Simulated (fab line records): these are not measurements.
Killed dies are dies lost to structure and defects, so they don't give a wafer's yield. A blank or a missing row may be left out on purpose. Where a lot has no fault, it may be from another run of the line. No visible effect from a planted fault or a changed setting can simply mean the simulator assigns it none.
Which tool did it? + flow gf180mcu + 39 wafers from 13 lots sampled at 4 of the route's 602 steps

## WHAT EACH GAUGE READ, for each wafer
GF_M1_CD_MEAS_14: target cd 230 nm.
| lot  | measured     | on        | cd_nm (nm)        |
|------|--------------|-----------|-------------------|
| L192 | day 16 19:22 | cd_sem-02 | 230.6 231.4 231.1 |
| L193 | day 17 04:55 | cd_sem-01 | 229.5 230.6 230.1 |
| L195 | day 18 02:25 | cd_sem-02 | 229.0 230.4 229.8 |
| L197 | day 19 00:50 | cd_sem-01 | 230.8 231.1 231.5 |
| L198 | day 19 12:07 | cd_sem-02 | 229.8 230.2 229.7 |
| L199 | day 19 17:47 | cd_sem-02 | 229.0 229.1 229.4 |
| L200 | day 20 07:22 | cd_sem-01 | 230.0 230.5 229.1 |
| L203 | day 21 07:23 | cd_sem-02 | 230.7 228.9 229.1 |
| L204 | day 21 15:19 | cd_sem-01 | 229.0 228.5 229.4 |
| L212 | day 24 07:13 | cd_sem-01 | 230.0 230.0 230.9 |
| L213 | day 24 17:40 | cd_sem-01 | 230.9 229.3 229.7 |
| L214 | day 25 06:41 | cd_sem-01 | 228.8 229.9 228.9 |
| L215 | day 25 07:21 | cd_sem-01 | 231.0 231.0 231.0 |

## EACH LOT AND THE TOOL THAT RAN IT (in order: tool; ch and the chambers of the sampled wafers; start)
| lot  | GF_POLY_GATE_ETCH_13             | GF_HV_LDD_RTA_52                 | GF_CONTACT_CMP_27             |
|------|----------------------------------|----------------------------------|-------------------------------|
| L192 | rie_si-02 ch 0,1,2, day 9 01:56  | rtp_anneal-02 ch 0, day 12 05:08 | cmp-02 ch 1,2,3, day 15 20:49 |
| L193 | rie_si-02 ch 0,1,2, day 9 08:43  | rtp_anneal-02 ch 0, day 12 12:58 | cmp-01 ch 1,2,3, day 16 06:46 |
| L195 | rie_si-02 ch 0,2,3, day 10 00:46 | rtp_anneal-01 ch 0, day 13 07:59 | cmp-01 ch 0,1,3, day 17 02:46 |
| L197 | rie_si-01 ch 1,2, day 10 16:26   | rtp_anneal-01 ch 0, day 14 02:26 | cmp-01 ch 1,2,3, day 18 00:13 |
| L198 | rie_si-01 ch 0,2,3, day 11 01:32 | rtp_anneal-02 ch 0, day 14 10:56 | cmp-02 ch 1,3, day 18 11:07   |
| L199 | rie_si-02 ch 1,2,3, day 11 08:14 | rtp_anneal-02 ch 0, day 14 18:23 | cmp-02 ch 1,2,3, day 18 17:17 |
| L200 | rie_si-01 ch 0,1,2, day 11 18:13 | rtp_anneal-01 ch 0, day 15 04:44 | cmp-01 ch 1,3, day 19 06:45   |
| L203 | rie_si-01 ch 0,3, day 12 12:19   | rtp_anneal-01 ch 0, day 16 01:16 | cmp-01 ch 0,1,2, day 20 07:19 |
| L204 | rie_si-01 ch 1,2,3, day 12 17:44 | rtp_anneal-01 ch 0, day 16 07:16 | cmp-01 ch 0,2,3, day 20 14:15 |
| L212 | rie_si-02 ch 0,3, day 15 05:05   | rtp_anneal-01 ch 0, day 19 04:52 | cmp-02 ch 0,3, day 23 08:54   |
| L213 | rie_si-02 ch 0,2,3, day 15 14:16 | rtp_anneal-02 ch 0, day 19 15:11 | cmp-01 ch 0,2,3, day 23 18:57 |
| L214 | rie_si-01 ch 0,1,3, day 16 00:14 | rtp_anneal-02 ch 0, day 20 04:38 | cmp-02 ch 1,2,3, day 24 07:54 |
| L215 | rie_si-02 ch 0,1,2, day 16 00:35 | rtp_anneal-01 ch 0, day 20 04:45 | cmp-01 ch 0,3, day 24 08:51   |
- GF_POLY_GATE_ETCH_13: etches poly-Si in HBr/Cl2, stops on SiO2, target depth 198.5 nm, time 69.6 s.
- GF_HV_LDD_RTA_52: time 10.79 s.
- GF_CONTACT_CMP_27: polishes, stops on SiO2, t overpolish 15 s, target thk 0 nm.

## WHAT THE TOOLS THEMSELVES READ (means of the sampled wafers that have a number; where no wafer has one, the mark that the record gives instead)
GF_POLY_GATE_ETCH_13.
| lot  | tool      | HBr_flow_sccm (sccm) | chamber_pressure_mTorr (mTorr) | drypump_motor_current_A (A) | he_backside_leak_sccm (sccm) | oes_product_au (a.u.) | rf_fwd_power_W (W) | throttle_valve_pct (%) |
|------|-----------|----------------------|--------------------------------|-----------------------------|------------------------------|-----------------------|--------------------|------------------------|
| L192 | rie_si-02 | 150.2                | 9.997                          | 5.6                         | 2.8                          | 0.990                 | 398.1              | 33.692                 |
| L193 | rie_si-02 | 150.3                | 10.006                         | 5.6                         | 2.7                          | 0.983                 | 395.7              | 33.687                 |
| L195 | rie_si-02 | 150.0                | 10.001                         | 5.9                         | 2.8                          | 0.995                 | 396.3              | 33.686                 |
| L197 | rie_si-01 | 150.4                | 9.998                          | 6.0                         | 2.7                          | 0.993                 | 397.8              | 33.675                 |
| L198 | rie_si-01 | 150.1                | 9.994                          | 6.3                         | 3.1                          | 0.991                 | 396.7              | 33.692                 |
| L199 | rie_si-02 | 150.0                | 9.993                          | 5.9                         | 2.8                          | 0.986                 | 397.9              | 33.678                 |
| L200 | rie_si-01 | 150.4                | 10.002                         | 6.2                         | 2.8                          | 0.981                 | 397.3              | 33.684                 |
| L203 | rie_si-01 | 150.1                | 9.999                          | 6.4                         | 2.8                          | 1.009                 | 459.9              | 33.688                 |
| L204 | rie_si-01 | 149.7                | 9.993                          | 6.1                         | 2.6                          | 1.005                 | 460.0              | 33.695                 |
| L212 | rie_si-02 | 150.3                | 9.998                          | 5.8                         | 2.8                          | 0.988                 | 398.4              | 33.689                 |
| L213 | rie_si-02 | 149.9                | 9.998                          | 5.9                         | 2.9                          | 0.990                 | 397.0              | 33.688                 |
| L214 | rie_si-01 | 149.8                | 10.004                         | 6.1                         | 2.7                          | 0.987                 | 396.7              | 33.679                 |
| L215 | rie_si-02 | 150.0                | 10.003                         | 5.5                         | 2.6                          | 0.989                 | 397.1              | 33.680                 |

GF_HV_LDD_RTA_52.
| lot  | tool          | chamber_o2_ppm | lamp_power_pct (%) | wafer_temp_C_max |
|------|---------------|----------------|--------------------|------------------|
| L192 | rtp_anneal-02 | 1.970          | 28                 | 1005.7           |
| L193 | rtp_anneal-02 | 2.017          | 28                 | 1005.2           |
| L195 | rtp_anneal-01 | 2.008          | 39                 | 1003.1           |
| L197 | rtp_anneal-01 | 2.022          | 39                 | 1003.3           |
| L198 | rtp_anneal-02 | 2.005          | 28                 | 1006.9           |
| L199 | rtp_anneal-02 | 1.962          | 28                 | 1006.3           |
| L200 | rtp_anneal-01 | 2.001          | 39                 | 1005.7           |
| L203 | rtp_anneal-01 | 2.018          | 39                 | 1003.3           |
| L204 | rtp_anneal-01 | 2.022          | 39                 | 1005.3           |
| L212 | rtp_anneal-01 | 2.025          | 39                 | 1003.9           |
| L213 | rtp_anneal-02 | 1.995          | 28                 | 1005.3           |
| L214 | rtp_anneal-02 | 2.000          | 28                 | 1006.8           |
| L215 | rtp_anneal-01 | 2.008          | 39                 | 1003.6           |

GF_CONTACT_CMP_27.
| lot  | tool   | motor_current_A (A) | overpolish_run_s (s) | time_to_endpoint_s (s) |
|------|--------|---------------------|----------------------|------------------------|
| L192 | cmp-02 | 12.5                | 15.006               | 69                     |
| L193 | cmp-01 | 11.4                | 15.001               | 74                     |
| L195 | cmp-01 | 12.1                | 15.001               | 72                     |
| L197 | cmp-01 | 11.8                | 14.997               | 77                     |
| L198 | cmp-02 | 12.7                | 14.994               | 70                     |
| L199 | cmp-02 | 12.2                | 15.003               | 74                     |
| L200 | cmp-01 | 12.0                | 15.004               | 75                     |
| L203 | cmp-01 | 11.9                | 15.005               | 78                     |
| L204 | cmp-01 | 11.8                | 15.008               | 73                     |
| L212 | cmp-02 | 12.6                | 15.000               | 71                     |
| L213 | cmp-01 | 11.8                | 15.008               | 72                     |
| L214 | cmp-02 | 12.8                | 14.993               | 69                     |
| L215 | cmp-01 | 12.7                | 15.001               | 74                     |

## THE ANSWER, worked out from the rows above alone
Rule: what is usual is taken from the lots themselves. Put in order of their means at a reading, lots are off if they are a third of the lots or fewer, leave a main group of 4 or more, and stand apart from it by a gap of 3 or more times the standard deviation of the main group's means; of several such gaps the widest counts. If all means in a main group match to the digits the tables above print for the reading, that group is not used. Also off: a lot with no number at a reading for which 4 or more lots have one. Any other lot the step has rows for is counted as sound. After the gauges, taken in route order, come the tools' own readings; for these a lot's mean is taken, as printed above. At the first step where some lot is off, the reading lying furthest off is the one used; lots without a number count as furthest.
Off, at GF_POLY_GATE_ETCH_13 on rf_fwd_power_W: L203, L204. Main group: mean 397.2 W, sd 0.78.
A tool fits if, at that step or a process step before it, it ran every lot that is off, and no sound lot after the first of them. Of those tried, none fits.

## WHAT THE SIMULATOR PUT IN
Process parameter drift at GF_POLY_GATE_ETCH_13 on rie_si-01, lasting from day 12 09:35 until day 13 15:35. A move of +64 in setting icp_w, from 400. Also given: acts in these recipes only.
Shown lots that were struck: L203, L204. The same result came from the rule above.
